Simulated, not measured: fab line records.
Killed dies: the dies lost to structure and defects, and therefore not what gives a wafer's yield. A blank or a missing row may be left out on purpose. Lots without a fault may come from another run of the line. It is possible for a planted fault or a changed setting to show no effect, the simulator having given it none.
fab line records	flow sky130
[record] lots = 7	wafers = 20	lastDay = 50
route steps=708 shown SONOS_ONO@186 GATE_OXIDE@187 PAD_OPEN@708
lots that met no fault: taken from a fault-free run of the same line
startH: start of the lot's first displayed wafer, in hours after the record's first day	waitH: hours elapsed since this lot's preceding step	" the same as in the row above	L1.1+2: one row covering several wafers at once	- value missing, or start not given	* or withheld: withheld	< > ~ a bound
route shown NAME@n: NAME is a module with steps in the file, n the number in the route of the first one	usual: mean/standard deviation taken from wafers without a fault	same: alike in all rows	chamber/n: place in a boat	sites: the reading at each site	_std_site: the values' standard deviation	_edge_site: outer sites' mean less inner sites'	radiusMm: for every site, how far away it sits from the centre of the wafer	mask NAME#n: copy n	behind: the tool/chamber that last shaped the wafer	hold: why the lot was held/for how many hours/how that ended	device: which transistor (n, p or np) failed to switch	end of line: tests run on the same wafers once the route is complete	a step given without rows: its recipe and nothing more	killed: the dies lost at the first sort to structure and to defects; this is not the yield of the wafer	map: a wafer's dies, marking killed ones x, the rest . and places with no die _
set.NAME: the setting that was run; set.NAME@STEP: the one run at that earlier step	model.NAME: the simulator's own value behind a step, which no gauge read
lots at some steps of the route; a table a step, a row a wafer
services: from which hour (startH, from the record's first day; less than 0 if before it) a tool's chamber was out of use, for how many hours, and why
[[steps]]
[step SKY_SONOS_ONO_WET_ETCH_18]
[recipe] chemistry = H3PO4	targetDepthNm = 15	target = Si3N4	tempC = 160	timeS = 172
[step SKY_GATE_OXIDE_CLEAN_00]
[recipe] chemistry = SC1/SC2	mix = 1:4:20	tempC = 70	timeS = 150	dry = n2Spin
[step SKY_GATE_OXIDE_OXIDATION_01]
[recipe] tempC = 900	ambient = O2	stabiliseS = 600	purgeS = 300	targetThkA = 102.68	oxTimeS = 1473
[step SKY_GATE_OXIDE_THK_MEAS_02]
[recipe] reads = SiO2_of_GATE_OXIDE_OXIDATION_01
[usual] GATE_OXIDE_OXIDATION_00_THK = 10.27/0.18
lot.wafer	tool	chamber	startH	waitH	GATE_OXIDE_OXIDATION_00_THK[nm]
L133.3	filmMetro-04	-	318.26	0.0	9.99
L133.4	"	-	"	"	10.08
L133.5	"	-	"	"	10.11
L134.1	filmMetro-01	-	320.82	0.0	10.06
L134.4	"	-	"	"	9.80
L134.6	"	-	"	"	9.98
L142.1	filmMetro-04	-	386.74	0.0	10.24
L142.2	"	-	"	"	10.50
L142.4	"	-	"	"	10.27
L143.1	filmMetro-03	-	394.34	0.0	10.16
L143.5	"	-	"	"	10.31
L144.1	filmMetro-01	-	399.12	0.0	10.25
L144.2	"	-	"	"	9.98
L144.5	"	-	"	"	10.18
L151.1	filmMetro-04	-	458.68	0.0	10.50
L151.3	"	-	"	"	10.41
L151.6	"	-	"	"	10.33
L152.4	filmMetro-03	-	464.52	0.0	10.43
L152.5	"	-	"	"	10.39
L152.6	"	-	"	"	10.24
[step SKY_GATE_OXIDE_DEHYDRATE_03]
[recipe] tempC = 200	timeS = 60
[step SKY_GATE_OXIDE_HMDS_04]
[recipe] primeTimeS = 60	primeTempC = 120
[step SKY_GATE_OXIDE_COAT_05]
[recipe] resist = NOVOLAK	spinRpm = 3000	resistThkNm = 1140
[step SKY_GATE_OXIDE_SOFTBAKE_06]
[recipe] tempC = 90	timeS = 60	resist = NOVOLAK
[step SKY_GATE_OXIDE_EXPOSE_07]
[recipe] maskId = LVOM	na = 0.6	sourceShape = conventional	sigmaOuter = 0.6	polarization = unpolarized	targetCdNm = 600	doseMj = 170
[step SKY_GATE_OXIDE_PEB_08]
[recipe] tempC = withheld	timeS = *	resist = NOVOLAK
[step SKY_GATE_OXIDE_DEVELOP_09]
[recipe] resist = NOVOLAK	developer = TMAH	developTimeS = 60	devTempC = 23
[step SKY_GATE_OXIDE_OVL_MEAS_10]
[usual] GATE_OXIDE_OVL = -1.0/1.6
lot.wafer	tool	chamber	startH	waitH	GATE_OXIDE_OVL[nm]
L133.3	overlay-02	-	343.95	0.1	-0.1
L133.4	"	-	"	"	0.3
L133.5	"	-	"	"	-0.3
L134.1	overlay-02	-	346.59	0.1	0.9
L134.4	"	-	"	"	0.4
L134.6	"	-	"	"	1.7
L142.1	overlay-01	-	416.14	0.1	-0.3
L142.2	"	-	"	"	-2.1
L142.4	"	-	"	"	-1.8
L143.1	overlay-01	-	423.86	0.1	1.2
L143.5	"	-	"	"	2.3
L144.1	overlay-02	-	429.14	0.1	-0.5
L144.2	"	-	"	"	0.3
L144.5	"	-	"	"	-0.2
L151.1	overlay-02	-	489.56	0.1	-2.1
L151.3	"	-	"	"	-0.9
L151.6	"	-	"	"	-0.6
L152.4	overlay-02	-	495.16	0.1	-2.6
L152.5	"	-	"	"	-2.7
L152.6	"	-	"	"	-2.0
[step SKY_GATE_OXIDE_IMPLANT_11]
[recipe] species = B	energyKev = 10	doseCm2 = 2.6e+12	tiltDeg = withheld
[usual] beamOnS = 9.99/0.2	faradayCurrentUA = 14.68/0.28
lot.wafer	tool	chamber	startH	waitH	beamOnS	faradayCurrentUA
L133.3	implanter-02	0	344.03	0.1	10.06	14.54
L133.4	"	0	"	"	9.75	14.99
L133.5	"	0	"	"	9.94	14.70
L134.1	implanter-01	0	346.63	0.0	9.68	15.15
L134.4	"	0	"	"	9.88	14.74
L134.6	"	0	"	"	9.87	14.86
L142.1	implanter-01	0	416.18	0.0	11.21	13.11
L142.2	"	0	"	"	9.85	14.91
L142.4	"	0	"	"	10.32	14.25
L143.1	implanter-01	0	423.89	0.0	11.01	13.38
L143.5	"	0	"	"	11.39	12.96
L144.1	implanter-01	0	429.18	0.0	11.59	12.65
L144.2	"	0	"	"	9.84	14.89
L144.5	"	0	"	"	11.15	13.14
L151.1	implanter-02	0	489.59	0.0	9.89	14.79
L151.3	"	0	"	"	10.24	14.33
L151.6	"	0	"	"	10.02	14.59
L152.4	implanter-02	0	495.25	0.1	10.12	14.55
L152.5	"	0	"	"	9.64	15.25
L152.6	"	0	"	"	10.18	14.45
[step SKY_GATE_OXIDE_WET_ETCH_12]
[recipe] chemistry = dHF	targetDepthNm = 16.8	dry = n2Spin	target = SiO2	dilution = 100:1	tempC = 25	timeS = 336
[step SKY_GATE_OXIDE_STRIP_13]
[recipe] chemistry = O2/N2	powerW = 1400	pressureMtorr = 1500	platenTempC = withheld	o2FlowSccm = 3000	n2FlowSccm = 300	overashFraction = 0.5
[usual] drypumpMotorCurrentA = 5.7/0.44	n2FlowSccm = 300.0/0.88	o2FlowSccm = 3002/8.9	oesProductAu = 0.716/0.004	stripTimeToEndpointS = 14.17/0.04
lot.wafer	tool	chamber	startH	waitH	drypumpMotorCurrentA	n2FlowSccm	o2FlowSccm	oesProductAu	rfHoursCounterH	stripTimeToEndpointS
L133.3	plasmaAsher-03	1	344.26	0.0	5.7	300.7	3004	0.715	-	14.15
L133.4	"	0	"	"	5.3	298.6	3002	0.720	-	14.15
L133.5	"	1	"	"	5.7	299.0	3010	0.717	-	14.16
L134.1	plasmaAsher-02	1	346.89	0.0	6.5	300.5	2986	0.713	66	14.24
L134.4	"	1	"	"	6.4	301.5	2993	0.719	-	14.23
L134.6	"	0	"	"	6.3	299.6	2999	0.707	-	14.23
L142.1	plasmaAsher-04	1	416.45	0.0	5.7	299.9	2994	0.716	58	14.14
L142.2	"	0	"	"	5.1	300.4	2995	0.715	58	14.13
L142.4	"	1	"	"	5.7	299.4	2997	0.713	-	14.14
L143.1	plasmaAsher-04	0	424.22	0.0	5.2	301.6	2995	0.710	58	14.13
L143.5	"	1	"	"	5.7	300.2	2993	0.713	-	14.12
L144.1	plasmaAsher-04	0	429.44	0.0	5.1	300.4	2986	0.717	59	14.10
L144.2	"	1	"	"	5.7	299.4	2991	0.723	59	14.09
L144.5	"	1	"	"	5.7	299.2	2992	0.712	-	14.16
L151.1	plasmaAsher-04	0	489.86	0.0	5.2	300.8	3001	0.715	62	14.18
L151.3	"	1	"	"	5.7	300.0	2993	0.713	-	14.19
L151.6	"	0	"	"	5.1	300.1	2988	0.719	-	14.16
L152.4	plasmaAsher-03	0	495.47	0.0	5.3	299.2	2997	0.719	-	14.16
L152.5	"	0	"	"	5.3	299.2	3002	0.721	-	14.16
L152.6	"	1	"	"	5.7	300.4	2987	0.713	-	14.16
[step SKY_GATE_OXIDE_TW_MEAS_14]
[usual] GATE_OXIDE_TW = 225.3/1.8
lot.wafer	tool	chamber	startH	waitH	GATE_OXIDE_TW
L133.3	filmMetro-04	-	344.35	0.1	226.6
L133.4	"	-	"	"	224.9
L133.5	"	-	"	"	225.0
L134.1	filmMetro-01	-	346.99	0.1	226.3
L134.4	"	-	"	"	226.3
L134.6	"	-	"	"	227.2
L142.1	filmMetro-03	-	416.55	0.1	230.7
L142.2	"	-	"	"	223.5
L142.4	"	-	"	"	224.4
L143.1	filmMetro-04	-	424.32	0.1	235.2
L143.5	"	-	"	"	234.5
L144.1	filmMetro-03	-	429.54	0.1	232.3
L144.2	"	-	"	"	224.1
L144.5	"	-	"	"	231.9
L151.1	filmMetro-04	-	489.96	0.1	224.9
L151.3	"	-	"	"	225.4
L151.6	"	-	"	"	224.7
L152.4	filmMetro-04	-	495.57	0.1	223.5
L152.5	"	-	"	"	224.7
L152.6	"	-	"	"	225.1
[step SKY_GATE_OXIDE_CLEAN_15]
[recipe] chemistry = SC1/SC2	mix = 1:4:20	tempC = 70	timeS = 150	dry = n2Spin
[step SKY_PAD_OPEN_PROBE_99]
[usual] killed_at_M0_to_M3 = 45/6.9	killed_at_M4_up = 3.1/1.7	killedAtContacts = 24/5.7	killedAtFrontEnd = 15/4.6	killedAtOther = 0.3/0.57	killedDies = 87/10	killedOpen = 48/7.4	killedShort = 39/6.7
[same] grossDies = 492	killedAtBackSide = 0
lot.wafer	tool	chamber	startH	waitH	killed_at_M0_to_M3	killed_at_M4_up	killedAtContacts	killedAtFrontEnd	killedAtOther	killedDies	killedOpen	killedShort	model.etest.tipP.rsOhmSq	model.etest.pfet_01v8_lvt.driveUaUm	model.etest.pfet_01v8.driveUaUm	model.etest.pfet_01v8_mvt.driveUaUm	model.etest.pfet_01v8_hvt.driveUaUm	model.etest.pfet_01v8_lvt.offLog10AUm	model.etest.pfet_01v8_mvt.offLog10AUm	model.etest.pfet_01v8.offLog10AUm
L133.3	prober-01	-	1105.00	0.2	52	2	25	9	0	88	47	41	6815	174.8	201.2	158.7	151.1	-9.109	-10.34	-9.201
L133.4	prober-01	-	1105.05	0.2	43	3	25	13	0	84	51	33	6892	174.8	199.3	155.7	151.3	-9.147	-10.35	-9.264
L133.5	prober-01	-	1105.10	0.2	50	5	34	15	0	104	65	39	6828	178	203.7	160.4	152.4	-9.03	-10.42	-9.072
L134.1	prober-02	-	1108.96	0.1	37	3	22	12	0	74	36	38	6820	173	194.5	154	145.1	-8.764	-10.28	-9.241
L134.4	prober-02	-	1109.11	0.2	44	2	40	17	0	103	49	54	6768	173.8	192.4	155.2	144.1	-8.685	-10.24	-9.287
L134.6	prober-02	-	1109.21	0.2	36	3	24	15	0	78	36	42	6809	174.5	193.9	155.4	144.9	-8.65	-10.16	-9.617
L143.1	prober-01	-	1155.65	0.1	49	2	16	16	0	83	50	33	6693	193.6	203.4	163.7	150.5	-7.005	-9.44	-8.794
L143.5	prober-01	-	1155.85	0.2	43	4	25	16	1	89	45	44	6744	191.4	202.1	162.4	151.1	-7.096	-9.575	-8.842
L142.1	prober-02	-	1155.97	0.1	49	3	16	12	0	80	46	34	6737	190.7	200.7	158.6	147.5	-7.074	-10.06	-9.093
L142.2	prober-02	-	1156.02	0.1	46	2	24	12	0	84	55	29	6947	174.5	185.1	146.7	138.1	-8.918	-11.32	-10.4
L142.4	prober-02	-	1156.12	0.2	46	5	9	14	2	76	28	48	6956	175.7	185.2	146.5	136.7	-8.735	-11.09	-10.4
L144.1	prober-01	-	1159.17	0.1	40	3	19	20	0	82	41	41	6639	192.2	213.1	167.6	161.5	-7.253	-9.487	-8.671
L144.2	prober-01	-	1159.22	0.1	44	4	15	16	0	79	59	20	6762	174.1	196.3	154.4	147	-8.948	-10.53	-9.771
L144.5	prober-01	-	1159.37	0.2	59	6	24	12	2	103	63	40	6648	192.6	213.5	167.8	159.7	-7.357	-9.51	-8.773
L151.1	prober-02	-	1196.02	0.1	50	3	24	10	0	87	49	38	6872	176.2	192.6	150.3	144	-8.626	-10.76	-9.774
L151.3	prober-02	-	1196.12	0.2	49	3	23	17	0	92	57	34	6844	180.8	195.3	153.1	144.6	-8.586	-10.79	-9.589
L151.6	prober-02	-	1196.27	0.2	52	3	8	17	0	80	38	42	6829	174.8	189.1	150.6	139.1	-8.609	-10.87	-10.2
L152.4	prober-01	-	1197.72	0.2	36	3	26	10	0	75	35	40	6877	174.3	193.3	151.5	143.8	-8.771	-10.6	-9.621
L152.5	prober-01	-	1197.77	0.2	43	4	28	6	0	81	45	36	6896	173	189.9	149.3	141.3	-8.94	-10.72	-9.87
L152.6	prober-01	-	1197.82	0.2	54	5	19	22	0	100	58	42	6862	174.7	195.2	152	143.9	-8.489	-10.43	-9.241
// killed by level:class
L133.3 VIA1:geometricParticle:open=13 LI_CONTACT:geometricParticle:open=9 CONTACT:geometricParticle:open=9 METAL1:geometricParticle:short=8 VIA1:geometricParticle:short=8 METAL2:geometricParticle:short=7 VIA3:geometricParticle:open=5 FIELD_ISO:geometricParticle:short=3
L133.4 CONTACT:geometricParticle:open=11 VIA2:geometricParticle:open=9 VIA1:geometricParticle:open=7 LI_CONTACT:geometricParticle:open=6 CONTACT:geometricParticle:short=5 POLY_GATE:geometricParticle:open=5 VIA1:geometricParticle:short=5 VIA3:geometricParticle:short=5
L133.5 CONTACT:geometricParticle:open=17 VIA1:geometricParticle:open=16 VIA2:geometricParticle:open=9 LI_CONTACT:geometricParticle:open=8 VIA1:geometricParticle:short=8 POLY_GATE:geometricParticle:open=5 METAL2:geometricParticle:short=5 METAL1:geometricParticle:short=4
L134.1 CONTACT:geometricParticle:open=9 LI_CONTACT:geometricParticle:open=8 VIA1:geometricParticle:open=7 METAL2:geometricParticle:short=6 METAL3:geometricParticle:short=5 FIELD_ISO:geometricParticle:short=4 LI_CONTACT:geometricParticle:short=4 VIA2:geometricParticle:short=4
L134.4 LI_CONTACT:geometricParticle:open=9 CONTACT:geometricParticle:open=9 LOCAL_INTERCONNECT:geometricParticle:short=8 METAL2:geometricParticle:short=7 VIA1:geometricParticle:open=7 LI_CONTACT:geometricParticle:short=6 CONTACT:geometricParticle:short=6 METAL1:geometricParticle:short=6
L134.6 CONTACT:geometricParticle:short=9 VIA1:geometricParticle:open=7 FIELD_ISO:geometricParticle:short=6 LI_CONTACT:geometricParticle:open=6 VIA1:geometricParticle:short=6 METAL2:geometricParticle:short=6 FIELD_ISO:geometricParticle:open=5 CONTACT:geometricParticle:open=4
L143.1 VIA1:geometricParticle:open=19 VIA3:geometricParticle:open=7 VIA1:geometricParticle:short=6 FIELD_ISO:geometricParticle:short=5 LI_CONTACT:geometricParticle:open=5 METAL2:geometricParticle:short=4 LOCAL_INTERCONNECT:geometricParticle:short=4 CONTACT:geometricParticle:open=4
L143.5 VIA1:geometricParticle:open=12 CONTACT:geometricParticle:open=8 VIA2:geometricParticle:open=6 METAL2:geometricParticle:short=6 FIELD_ISO:geometricParticle:short=5 LOCAL_INTERCONNECT:geometricParticle:short=5 CONTACT:geometricParticle:short=5 VIA3:geometricParticle:open=5
L142.1 VIA1:geometricParticle:open=14 VIA3:geometricParticle:open=8 VIA1:geometricParticle:short=6 VIA2:geometricParticle:open=6 FIELD_ISO:geometricParticle:short=5 CONTACT:geometricParticle:open=5 VIA3:geometricParticle:short=4 LI_CONTACT:geometricParticle:open=4
L142.2 VIA1:geometricParticle:open=12 LI_CONTACT:geometricParticle:open=11 VIA2:geometricParticle:open=6 FIELD_ISO:geometricParticle:open=5 CONTACT:geometricParticle:open=5 METAL2:geometricParticle:short=5 VIA3:geometricParticle:open=5 VIA1:geometricParticle:short=4
L142.4 VIA1:geometricParticle:open=11 FIELD_ISO:geometricParticle:short=7 VIA3:geometricParticle:open=7 VIA1:geometricParticle:short=6 METAL4:geometricParticle:short=5 METAL2:geometricParticle:short=5 VIA3:geometricParticle:short=5 POLY_GATE:geometricParticle:short=4
L144.1 VIA1:geometricParticle:open=11 POLY_GATE:geometricParticle:short=8 CONTACT:geometricParticle:open=8 CONTACT:geometricParticle:short=6 VIA2:geometricParticle:open=5 VIA3:geometricParticle:open=5 FIELD_ISO:geometricParticle:short=4 METAL1:geometricParticle:short=4
L144.2 VIA1:geometricParticle:open=11 VIA2:geometricParticle:open=10 LI_CONTACT:geometricParticle:open=9 VIA3:geometricParticle:open=9 FIELD_ISO:geometricParticle:open=5 POLY_GATE:geometricParticle:open=4 METAL2:geometricParticle:short=3 METAL1:geometricParticle:short=3
L144.5 VIA1:geometricParticle:open=20 LI_CONTACT:geometricParticle:open=9 VIA2:geometricParticle:open=9 VIA3:geometricParticle:open=9 CONTACT:geometricParticle:open=7 METAL1:geometricParticle:short=7 POLY_GATE:geometricParticle:open=5 METAL4:geometricParticle:short=5
L151.1 LI_CONTACT:geometricParticle:open=10 METAL2:geometricParticle:short=10 VIA3:geometricParticle:open=8 CONTACT:geometricParticle:open=7 VIA1:geometricParticle:open=7 METAL1:geometricParticle:short=6 VIA2:geometricParticle:open=6 VIA1:geometricParticle:short=5
L151.3 VIA1:geometricParticle:open=13 VIA2:geometricParticle:open=10 LI_CONTACT:geometricParticle:open=8 CONTACT:geometricParticle:open=8 FIELD_ISO:geometricParticle:open=7 VIA3:geometricParticle:open=6 METAL1:geometricParticle:short=5 POLY_GATE:geometricParticle:short=4
L151.6 VIA1:geometricParticle:open=13 METAL2:geometricParticle:short=7 SPACER:geometricParticle:short=6 VIA3:geometricParticle:open=6 METAL1:geometricParticle:short=5 VIA3:geometricParticle:short=4 METAL3:geometricParticle:short=4 POLY_GATE:geometricParticle:short=3
L152.4 CONTACT:geometricParticle:open=8 LI_CONTACT:geometricParticle:open=6 CONTACT:geometricParticle:short=6 VIA1:geometricParticle:short=6 VIA2:geometricParticle:open=6 FIELD_ISO:geometricParticle:short=5 METAL2:geometricParticle:short=5 LI_CONTACT:geometricParticle:short=4
L152.5 VIA3:geometricParticle:open=10 VIA1:geometricParticle:open=9 CONTACT:geometricParticle:open=8 METAL2:geometricParticle:short=7 LI_CONTACT:geometricParticle:open=6 CONTACT:geometricParticle:short=6 LI_CONTACT:geometricParticle:short=5 FIELD_ISO:geometricParticle:open=4
L152.6 VIA1:geometricParticle:open=11 VIA3:geometricParticle:open=10 POLY_GATE:geometricParticle:open=9 METAL2:geometricParticle:short=8 VIA2:geometricParticle:open=7 CONTACT:geometricParticle:open=6 VIA2:geometricParticle:short=6 LOCAL_INTERCONNECT:geometricParticle:short=5
[[services]]
tool	chamber	startH	hours	kind
plasmaAsher-03	-	342.75	1.3	repair
implanter-01	-	343.38	2.8	pm
implanter-01	-	347.49	18.3	repair
implanter-02	-	352.18	2.1	repair
implanter-02	-	356.47	0.7	repair
implanter-01	-	368.87	4.9	pm
plasmaAsher-04	-	393.46	4.5	repair
implanter-02	-	395.81	1.4	repair
plasmaAsher-03	-	421.25	9.0	pm
plasmaAsher-03	0	421.25	9.0	ventCycle
plasmaAsher-03	1	421.25	9.0	ventCycle
plasmaAsher-03	0	430.25	-	clean
plasmaAsher-03	1	430.25	-	clean
implanter-02	-	444.63	2.2	pm
plasmaAsher-04	-	459.72	28.1	pm
[[key]]
[firstSign] step = SKY_GATE_OXIDE_IMPLANT_11	reading = beamOnS	direction = up	sigmas = 6.5	usual = 9.99	struck = 11.27
[effect] step = SKY_GATE_OXIDE_IMPLANT_11	reading = faradayCurrentUA	direction = down	sigmas = 5.7	usual = 14.68	struck = 13.05
[effect] step = SKY_GATE_OXIDE_TW_MEAS_14	reading = GATE_OXIDE_TW	direction = up	sigmas = 4.2	usual = 225.3	struck = 232.9
[modelEffect] step = SKY_PAD_OPEN_PROBE_99	value = etest.tipP.rsOhmSq	without = 6843	struck = 6692
metAt SKY_GATE_OXIDE_IMPLANT_11
struckWafers L142.1,L143.1,L143.5,L144.1,L144.5
testerLeftOut L142,L143,L144
onsetBetween 346.63 416.18
[fault] kind = processParameterDrift	tool = implanter-01	chamber = -	onsetH = 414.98	steps = SKY_GATE_OXIDE_IMPLANT_11	channel = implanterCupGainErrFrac	offset = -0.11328	shape = step	endH = 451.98	scope = struckWafersOnly
// testerLeftOut: of these lots the tester's yield and bins aren't shown, on N5 and GAA mostly nor the transistor test; their killed dies are dies lost to structure and defects alone, not to doping, threshold or leakage, so they don't give the yield
